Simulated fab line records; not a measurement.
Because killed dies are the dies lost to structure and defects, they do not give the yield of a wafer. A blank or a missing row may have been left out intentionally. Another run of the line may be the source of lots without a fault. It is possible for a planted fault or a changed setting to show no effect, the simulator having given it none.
Which tool did it?    flow sky130    Sampling: 12 lots, 33 wafers, 6 of 708 route steps

## WHAT THE GAUGES READ, wafer by wafer
SKY_FIELD_ISO_THK_MEAS_25. Usual: FIELD_ISO_CVD_24_THK typically reads 599 nm, with standard deviation 5.5.
lot   measured     on            FIELD_ISO_CVD_24_THK (nm)  flag
L779  day 2 12:40  filmMetro-04  600 609 603                
L781  day 2 21:43  filmMetro-04  603 598 597                
L782  day 3 06:02  filmMetro-02  607 602 602                
L784  day 3 13:39  filmMetro-02  700 689                    OFF
L785  day 3 21:07  filmMetro-02  697 602                    OFF
L786  day 4 04:47  filmMetro-04  699 592                    OFF
L794  day 6 01:21  filmMetro-04  594 599 593                
L796  day 6 13:59  filmMetro-04  597 593 604                
L797  day 6 13:58  filmMetro-02  594 598 592                
L798  day 6 23:35  filmMetro-04  597 602 598                
L801  day 7 15:07  filmMetro-04  606 598 598                
L800  day 7 15:12  filmMetro-03  609 600 601                

SKY_VT_ADJUST_HVTP_OVL_MEAS_08. Usual: VT_ADJUST_HVTP_OVL typically reads 0.6 nm, with standard deviation 1.4.
lot   measured      on          VT_ADJUST_HVTP_OVL (nm)  flag
L779  day 6 05:36   overlay-01  2.1 1.4 0.6              
L781  day 6 15:58   overlay-02  3.1 1.6 0.4              
L782  day 7 01:26   overlay-02  0.8 1.6 1.6              
L784  day 7 12:10   overlay-01  3.4 3.5                  
L785  day 7 20:29   overlay-01  1.3 1.5                  
L786  day 8 05:07   overlay-02  -1.5 -0.9                
L794  day 11 04:55  overlay-02  1.1 0.9 0.2              
L796  day 11 14:31  overlay-02  2.0 2.0 2.2              
L797  day 11 15:45  overlay-02  -0.9 -1.6 -1.3           
L798  day 12 02:47  overlay-02  1.2 0.7 1.5              
L801  day 12 19:36  overlay-01  -1.2 0.6 -0.9            
L800  day 12 21:19  overlay-01  1.1 -0.1 0.4             

## EACH LOT AND THE TOOL THAT RAN IT (in order: tool; ch and the chambers of the sampled wafers; start)
lot   SKY_FIELD_ISO_ETCH_15             SKY_FIELD_ISO_CVD_24             SKY_FIELD_ISO_CMP_27          SKY_NWELL_STRIP_14
L779  rieDiel-04 ch 0,1,3, day 2 10:05  hdpcvd-02 ch 0,1, day 2 12:34    cmp-01 ch 0,2,3, day 2 14:51  plasmaAsher-02 ch 1, day 4 18:23
L781  rieDiel-04 ch 1,2,3, day 2 19:55  hdpcvd-01 ch 0,1,2, day 2 21:38  cmp-01 ch 0,1,3, day 3 00:31  plasmaAsher-01 ch 0,1, day 5 04:58
L782  rieDiel-01 ch 0,1,3, day 3 02:49  hdpcvd-02 ch 0,1,2, day 3 05:58  cmp-01 ch 0,1,3, day 3 07:42  plasmaAsher-02 ch 0,1, day 5 14:16
L784  rieDiel-04 ch 1,3, day 3 10:54    hdpcvd-02 ch 0,1, day 3 13:35    cmp-01 ch 1,2, day 3 16:28    plasmaAsher-04 ch 0,1, day 5 23:52
L785  rieDiel-03 ch 2,3, day 3 17:56    hdpcvd-02 ch 0, day 3 21:01      cmp-01 ch 0,1, day 3 23:04    plasmaAsher-01 ch 0,1, day 6 07:33
L786  rieDiel-01 ch 0,3, day 4 00:44    hdpcvd-02 ch 0, day 4 04:43      cmp-01 ch 0,2, day 4 08:16    plasmaAsher-01 ch 0,1, day 6 15:13
L794  rieDiel-04 ch 0,2,3, day 5 16:30  hdpcvd-01 ch 0,1,2, day 6 01:17  cmp-02 ch 0,1,3, day 6 12:40  plasmaAsher-04 ch 0,1, day 9 08:04
L796  rieDiel-04 ch 0,1,2, day 6 06:03  hdpcvd-02 ch 0,1, day 6 13:54    cmp-01 ch 0,1,3, day 6 22:15  plasmaAsher-02 ch 0,1, day 9 17:08
L797  rieDiel-04 ch 1,2, day 6 11:08    hdpcvd-01 ch 0,1, day 6 13:54    cmp-02 ch 0,2,3, day 6 22:30  plasmaAsher-01 ch 0,1, day 9 17:25
L798  rieDiel-03 ch 0,1,2, day 6 16:27  hdpcvd-02 ch 0,1, day 6 23:29    cmp-01 ch 0,2,3, day 7 06:40  plasmaAsher-04 ch 0,1, day 10 04:10
L801  rieDiel-01 ch 0,2,3, day 7 07:31  hdpcvd-02 ch 0,1,2, day 7 15:02  cmp-02 ch 1,2,3, day 8 00:30  plasmaAsher-01 ch 0,1, day 10 19:31
L800  rieDiel-03 ch 0,2, day 7 07:39    hdpcvd-02 ch 0,1,2, day 7 15:07  cmp-01 ch 1,2,3, day 8 00:27  plasmaAsher-04 ch 0,1, day 10 20:42
- SKY_FIELD_ISO_ETCH_15: etches the open film in CHF3/O2, stops on Si, target depth 180 nm, time 72 s.
- SKY_FIELD_ISO_CVD_24: deposits SiO2, target thk 595 nm, time 99.2 s.
- SKY_FIELD_ISO_CMP_27: polishes, stops on Si3N4, t overpolish 16 s, target thk 457.8 nm.
- SKY_NWELL_STRIP_14: strips in O2/N2.

## WHAT THE TOOLS THEMSELVES READ (means of the sampled wafers that have a number; where no wafer has one, the mark that the record gives instead)
SKY_FIELD_ISO_ETCH_15. Usual: drypumpMotorCurrentA 5.6 A, standard deviation 0.45; oesProductAu 0.946 a.u., standard deviation 0.0063; throttleValvePct 8.843 %, standard deviation 0.0093.
lot   tool        drypumpMotorCurrentA (A)  oesProductAu (a.u.)  throttleValvePct (%)  flag
L779  rieDiel-04  5.9                       0.953                8.840                 
L781  rieDiel-04  5.6                       0.951                8.847                 
L782  rieDiel-01  5.5                       0.949                8.836                 
L784  rieDiel-04  5.8                       0.945                8.845                 
L785  rieDiel-03  5.1                       0.943                8.848                 
L786  rieDiel-01  5.7                       0.946                8.840                 
L794  rieDiel-04  5.6                       0.938                8.844                 
L796  rieDiel-04  5.8                       0.946                8.850                 
L797  rieDiel-04  5.5                       0.944                8.850                 
L798  rieDiel-03  6.0                       0.935                8.849                 
L801  rieDiel-01  5.4                       0.939                8.838                 
L800  rieDiel-03  6.0                       0.947                8.849                 

SKY_FIELD_ISO_CMP_27. Usual: motorCurrentA 12.7 A, standard deviation 0.81; timeToEndpointS 113 s, standard deviation 4.4.
lot   tool    motorCurrentA (A)  timeToEndpointS (s)  flag
L779  cmp-01  12.7               113                  
L781  cmp-01  12.2               113                  
L782  cmp-01  12.3               113                  
L784  cmp-01  12.5               128                  OFF
L785  cmp-01  12.6               127                  OFF
L786  cmp-01  12.9               122                  
L794  cmp-02  12.4               117                  
L796  cmp-01  12.4               111                  
L797  cmp-02  13.1               112                  
L798  cmp-01  12.7               107                  
L801  cmp-02  12.9               115                  
L800  cmp-01  12.6               110                  

SKY_NWELL_STRIP_14. Usual: drypumpMotorCurrentA 5.9 A, standard deviation 0.37; oesProductAu 0.723 a.u., standard deviation 0.0042; stripTimeToEndpointS 36.92 s, standard deviation 0.081.
lot   tool            drypumpMotorCurrentA (A)  oesProductAu (a.u.)  stripTimeToEndpointS (s)  flag
L779  plasmaAsher-02  6.1                       0.726                36.78                     
L781  plasmaAsher-01  6.2                       0.723                37.04                     
L782  plasmaAsher-02  6.1                       0.722                36.88                     
L784  plasmaAsher-04  5.8                       0.726                37.09                     
L785  plasmaAsher-01  6.0                       0.718                36.96                     
L786  plasmaAsher-01  6.1                       0.726                36.97                     
L794  plasmaAsher-04  5.7                       0.727                36.90                     
L796  plasmaAsher-02  6.1                       0.723                36.90                     
L797  plasmaAsher-01  5.9                       0.728                36.91                     
L798  plasmaAsher-04  5.8                       0.723                36.75                     
L801  plasmaAsher-01  6.3                       0.717                36.86                     
L800  plasmaAsher-04  5.8                       0.721                36.87                     

## THE ANSWER, worked out from the rows above alone
Rule: take the mean of a lot's wafers that have a number; if it is more than 3 standard deviations from the usual mean, the lot is off. Also off: a lot with no number at a reading for which 4 or more lots have one. The other lots that the step has rows for count as sound. Order of review: gauges by route order, followed by the tools' own readings, for which a lot's mean as printed above is used. The first step at which some lot is off is used, and at that step the reading that is off furthest; a lot without a number counts as furthest.
Off: L784, L785, L786, seen at SKY_FIELD_ISO_THK_MEAS_25 (FIELD_ISO_CVD_24_THK).
A tool fits if, at a process step before that reading, it ran every lot that is off, and no sound lot after the first of them. Gauges at SKY_FIELD_ISO_THK_MEAS_25: tried the same way as those tools. Not one of the candidates tried fits.

## WHAT THE SIMULATOR PUT IN
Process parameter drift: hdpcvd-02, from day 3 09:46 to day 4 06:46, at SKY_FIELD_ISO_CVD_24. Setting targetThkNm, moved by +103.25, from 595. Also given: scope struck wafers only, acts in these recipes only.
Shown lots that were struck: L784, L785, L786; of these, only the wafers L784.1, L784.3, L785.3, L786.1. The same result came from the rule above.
